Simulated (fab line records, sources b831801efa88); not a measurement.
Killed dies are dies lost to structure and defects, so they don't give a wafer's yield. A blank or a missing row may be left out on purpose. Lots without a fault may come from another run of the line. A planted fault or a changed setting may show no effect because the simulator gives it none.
Tool commonality check | flow sky130 | 13 lots, 39 wafers sampled

WHY IT WAS OPENED
At SKY_LDD_P_TW_MEAS_11 the reading LDD_P_TW is flagged on 1 of 13 lots. Wafers without a fault read 636, standard deviation 3.4.
Rule: a lot is flagged when every wafer of it that has a number lies more than 4 standard deviations from that mean, or none has a number. The other lots count as sound.

lot  | measured     | on            | LDD_P_TW, wafer by wafer | flag
L286 | day 19 00:20 | film_metro-02 | 632 633 632              |
L289 | day 20 02:11 | film_metro-02 | 639 635 639              |
L290 | day 20 17:48 | film_metro-04 | 637 636 639              |
L291 | day 20 21:02 | film_metro-02 | 638 640 638              |
L292 | day 21 02:08 | film_metro-01 | 30 30 30                 | FLAGGED
L302 | day 25 13:11 | film_metro-02 | 636 635 633              |
L304 | day 25 22:50 | film_metro-02 | 637 637 636              |
L303 | day 26 03:02 | film_metro-02 | 633 634 633              |
L305 | day 26 04:29 | film_metro-02 | 632 634 635              |
L306 | day 26 14:51 | film_metro-01 | 634 638 637              |
L308 | day 26 23:38 | film_metro-01 | 640 638 639              |
L307 | day 27 00:57 | film_metro-02 | 632 635 635              |
L309 | day 27 07:02 | film_metro-04 | 643 639 644              |
The numbers of the flagged lots are 30 on average: -606 against the usual, or -99 or more standard deviations.

WHICH TOOL RAN EACH LOT
The record holds 1 process step before the reading, out of a route of 708 steps. In each cell: the tool, then ch and the chambers that the sampled wafers went through, then the start.
lot  | flag    | SKY_LDD_P_EXPOSE_04
L286 |         | iline_stepper-02 ch 0, day 18 08:55
L289 |         | iline_stepper-02 ch 0, day 19 10:18
L290 |         | iline_stepper-01 ch 0, day 20 02:01
L291 |         | iline_stepper-01 ch 0, day 20 06:12
L292 | FLAGGED | iline_stepper-02 ch 0, day 20 10:10
L302 |         | iline_stepper-02 ch 0, day 24 22:38
L304 |         | iline_stepper-01 ch 0, day 25 07:37
L303 |         | iline_stepper-02 ch 0, day 25 12:10
L305 |         | iline_stepper-01 ch 0, day 25 14:08
L306 |         | iline_stepper-02 ch 0, day 26 00:26
L308 |         | iline_stepper-02 ch 0, day 26 08:55
L307 |         | iline_stepper-02 ch 0, day 26 10:20
L309 |         | iline_stepper-02 ch 0, day 26 16:02
What these steps do:
- SKY_LDD_P_EXPOSE_04: exposes mask PSDM, target cd 380 nm.
- SKY_LDD_P_TW_MEAS_11

FLAGGED OVER TOTAL, TOOL BY TOOL (the gauges that took the reading come last)
step                 | tool             | lots run | flagged | share of the flagged lots | sound lots run after its first flagged lot
SKY_LDD_P_EXPOSE_04  | iline_stepper-01 | 4        | 0       | none                      | -
SKY_LDD_P_EXPOSE_04  | iline_stepper-02 | 9        | 1       | all                       | 6 (L302,L303,L306,L308,L307,L309)
SKY_LDD_P_TW_MEAS_11 | film_metro-01    | 3        | 1       | all                       | 2 (L306,L308)
SKY_LDD_P_TW_MEAS_11 | film_metro-02    | 8        | 0       | none                      | -
SKY_LDD_P_TW_MEAS_11 | film_metro-04    | 2        | 0       | none                      | -

WHAT THE TABLE ALLOWS
2 rows of the table ran every flagged lot: iline_stepper-02 at SKY_LDD_P_EXPOSE_04, film_metro-01 at SKY_LDD_P_TW_MEAS_11.
- iline_stepper-02 at SKY_LDD_P_EXPOSE_04: 1 of its 9 lots flagged. Sound lots ran on it after the first flagged one (L302, L303, L306, L308, L307, L309), which a lasting fault on the whole tool wouldn't allow.
- film_metro-01 at SKY_LDD_P_TW_MEAS_11: 1 of its 3 lots flagged. Sound lots ran on it after the first flagged one (L306, L308), which a lasting fault on the whole tool wouldn't allow.
No row of the table ran every flagged lot and no sound lot after the first.

WHAT THE SIMULATOR HAD PUT IN
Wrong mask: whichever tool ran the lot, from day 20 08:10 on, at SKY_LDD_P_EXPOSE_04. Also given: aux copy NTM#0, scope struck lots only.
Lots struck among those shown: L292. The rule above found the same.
